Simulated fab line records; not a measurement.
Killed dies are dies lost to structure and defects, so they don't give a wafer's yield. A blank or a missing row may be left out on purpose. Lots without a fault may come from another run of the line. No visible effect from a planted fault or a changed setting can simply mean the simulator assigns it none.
What tool caused it? + flow sky130 + Sampling: 11 lots, 32 wafers, 5 of 708 route steps

== WHAT EACH GAUGE READ, for each wafer ==
SKY_VIA1_OVL_MEAS_13.
| lot  | measured     | on         | VIA1_OVL (nm) |
|------|--------------|------------|---------------|
| L290 | day 33 21:02 | overlay-02 | -5 -3 -8      |
| L292 | day 34 22:07 | overlay-02 | 1 -3 -1       |
| L293 | day 35 01:30 | overlay-01 | 1 1 -4        |
| L294 | day 36 08:33 | overlay-01 | -3 -6 -10     |
| L297 | day 36 11:37 | overlay-01 | 4 -4 4        |
| L302 | day 37 17:14 | overlay-01 | -3 3 -2       |
| L305 | day 38 12:04 | overlay-02 | -14 -6        |
| L306 | day 39 00:34 | overlay-02 | -4 3 -7       |
| L309 | day 39 19:32 | overlay-01 | 12 6 6        |
| L311 | day 40 03:04 | overlay-02 | 10 10 7       |
| L313 | day 40 18:35 | overlay-01 | 5 3 -2        |

SKY_CAPM_THK_MEAS_01.
| lot  | measured     | on            | CAPM_CVD_00_THK (nm)                |
|------|--------------|---------------|-------------------------------------|
| L290 | day 36 07:08 | film-metro-03 | 15.47 15.40 15.46                   |
| L292 | day 37 08:14 | film-metro-02 | 14.95 15.30 15.62                   |
| L293 | day 37 10:51 | film-metro-04 | 15.29 15.53 15.30                   |
| L294 | day 38 16:19 | film-metro-02 | 15.54 15.54 15.76                   |
| L297 | day 38 18:46 | film-metro-02 | 15.23 15.54 15.31                   |
| L302 | day 39 23:10 | film-metro-02 | 15.19 15.21 14.63 15.18 15.24 14.54 |
| L305 | day 40 18:36 | film-metro-04 | 15.63 14.67 15.58 14.72             |
| L306 | day 41 04:45 | film-metro-02 | 15.30 15.60 15.44                   |
| L309 | day 42 00:55 | film-metro-02 | 14.97 14.96 15.33                   |
| L311 | day 42 06:51 | film-metro-03 | 15.39 15.61 15.57                   |
| L313 | day 42 21:56 | film-metro-02 | 14.87 15.31 15.33                   |

== WHICH TOOL RAN EACH LOT (tool, then ch and the chambers of the sampled wafers, then the start) ==
| lot  | SKY_VIA1_ETCH_15                   | SKY_VIA2_ETCH_14                   | SKY_CAPM_CVD_00                 |
|------|------------------------------------|------------------------------------|---------------------------------|
| L290 | rie-diel-02 ch 1,2,3, day 33 21:07 | rie-diel-04 ch 0,2,3, day 36 05:36 | pecvd-03 ch 0,1,2, day 36 07:07 |
| L292 | rie-diel-01 ch 1,2, day 34 22:12   | rie-diel-04 ch 0,1,2, day 37 06:41 | pecvd-03 ch 1,2, day 37 08:13   |
| L293 | rie-diel-02 ch 1,2, day 35 01:34   | rie-diel-02 ch 0,1,3, day 37 09:18 | pecvd-04 ch 0,1,2, day 37 10:49 |
| L294 | rie-diel-01 ch 0,1,3, day 36 08:37 | rie-diel-01 ch 0,1,3, day 38 14:39 | pecvd-04 ch 0,2, day 38 16:17   |
| L297 | rie-diel-02 ch 0,2, day 36 11:41   | rie-diel-02 ch 2,3, day 38 16:48   | pecvd-02 ch 1,2, day 38 18:45   |
| L302 | rie-diel-02 ch 2,3, day 37 17:18   | rie-diel-02 ch 2,3, day 39 21:35   | pecvd-02 ch 0,1,2, day 39 23:09 |
| L305 | rie-diel-01 ch 0,1, day 38 12:08   | rie-diel-04 ch 2,3, day 40 17:02   | pecvd-02 ch 0,2, day 40 18:33   |
| L306 | rie-diel-01 ch 0,2,3, day 39 00:38 | rie-diel-01 ch 1,2, day 41 03:13   | pecvd-04 ch 0,1,2, day 41 04:44 |
| L309 | rie-diel-01 ch 1,2, day 39 19:36   | rie-diel-02 ch 0,3, day 41 23:19   | pecvd-03 ch 0,1,2, day 42 00:52 |
| L311 | rie-diel-03 ch 1,2, day 40 03:09   | rie-diel-04 ch 1,2, day 42 05:19   | pecvd-03 ch 0,1, day 42 06:50   |
| L313 | rie-diel-03 ch 0,3, day 40 18:40   | rie-diel-04 ch 0,1,2, day 42 20:23 | pecvd-03 ch 0,2, day 42 21:55   |
- SKY_VIA1_ETCH_15: etches SiO2 in C4F8/O2/Ar, stops on TiN, target depth 351 nm, time 54 s.
- SKY_VIA2_ETCH_14: etches BARC in N2/H2, stops on SiO2, time 45.9 s, target depth 60 nm.
- SKY_CAPM_CVD_00: deposits SiO2, target thk 15.5 nm.

== WHAT THE TOOLS THEMSELVES READ (means of the sampled wafers that have a number; where no wafer has one, the mark that the record gives instead) ==
SKY_VIA1_ETCH_15.
| lot  | tool        | oes-product-au (a.u.) |
|------|-------------|-----------------------|
| L290 | rie-diel-02 | 0.981                 |
| L292 | rie-diel-01 | 0.980                 |
| L293 | rie-diel-02 | 0.975                 |
| L294 | rie-diel-01 | 0.984                 |
| L297 | rie-diel-02 | 0.975                 |
| L302 | rie-diel-02 | 0.989                 |
| L305 | rie-diel-01 | 0.984                 |
| L306 | rie-diel-01 | 0.979                 |
| L309 | rie-diel-01 | 0.982                 |
| L311 | rie-diel-03 | 0.987                 |
| L313 | rie-diel-03 | 0.986                 |

SKY_VIA2_ETCH_14.
| lot  | tool        | drypump-motor-current-A (A) | oes-product-au (a.u.) | throttle-valve-pct (%) |
|------|-------------|-----------------------------|-----------------------|------------------------|
| L290 | rie-diel-04 | 6.0                         | 0.857                 | 13.225                 |
| L292 | rie-diel-04 | 6.2                         | 0.856                 | 13.223                 |
| L293 | rie-diel-02 | 5.6                         | 0.856                 | 13.223                 |
| L294 | rie-diel-01 | 5.7                         | 0.852                 | 13.233                 |
| L297 | rie-diel-02 | 5.4                         | 0.849                 | 13.227                 |
| L302 | rie-diel-02 | 5.4                         | 0.852                 | 13.228                 |
| L305 | rie-diel-04 | 5.8                         | 0.857                 | 13.229                 |
| L306 | rie-diel-01 | 5.6                         | 0.854                 | 13.225                 |
| L309 | rie-diel-02 | 5.6                         | 0.849                 | 13.225                 |
| L311 | rie-diel-04 | 6.1                         | 0.854                 | 13.231                 |
| L313 | rie-diel-04 | 6.2                         | 0.859                 | 13.235                 |

SKY_CAPM_CVD_00.
| lot  | tool     | heater-power-outer-w (W) | heater-power-w (W) |
|------|----------|--------------------------|--------------------|
| L290 | pecvd-03 | 444                      | 759                |
| L292 | pecvd-03 | 410                      | 710                |
| L293 | pecvd-04 | 452                      | 774                |
| L294 | pecvd-04 | 433                      | 757                |
| L297 | pecvd-02 | 437                      | 693                |
| L302 | pecvd-02 | 398                      | 660                |
| L305 | pecvd-02 | 377                      | 628                |
| L306 | pecvd-04 | 433                      | 760                |
| L309 | pecvd-03 | 413                      | 704                |
| L311 | pecvd-03 | 403                      | 695                |
| L313 | pecvd-03 | 426                      | 716                |

== THE ANSWER, worked out from the rows above alone ==
Rule: what is usual is taken from the lots themselves. The widest of any qualifying gaps counts: lots, ordered by their means at a reading, are off when they make up no more than a third of the lots, leave a main group of 4 or more, and stand apart from it by 3 or more times the standard deviation of that group's means. Not used: any main group whose means are identical at the precision the tables above print for the reading. Also off: a lot with no number at a reading for which 4 or more lots have one. All remaining lots with rows at the step are treated as sound. The gauges are gone through in route order, then the tools' own readings, and for those a lot's mean is taken as printed above. At the first step where some lot is off, the reading lying furthest off is the one used; lots without a number count as furthest.
No lot is off on any of the readings shown, so nothing can be concluded from this.

== WHAT THE SIMULATOR HAD INSERTED ==
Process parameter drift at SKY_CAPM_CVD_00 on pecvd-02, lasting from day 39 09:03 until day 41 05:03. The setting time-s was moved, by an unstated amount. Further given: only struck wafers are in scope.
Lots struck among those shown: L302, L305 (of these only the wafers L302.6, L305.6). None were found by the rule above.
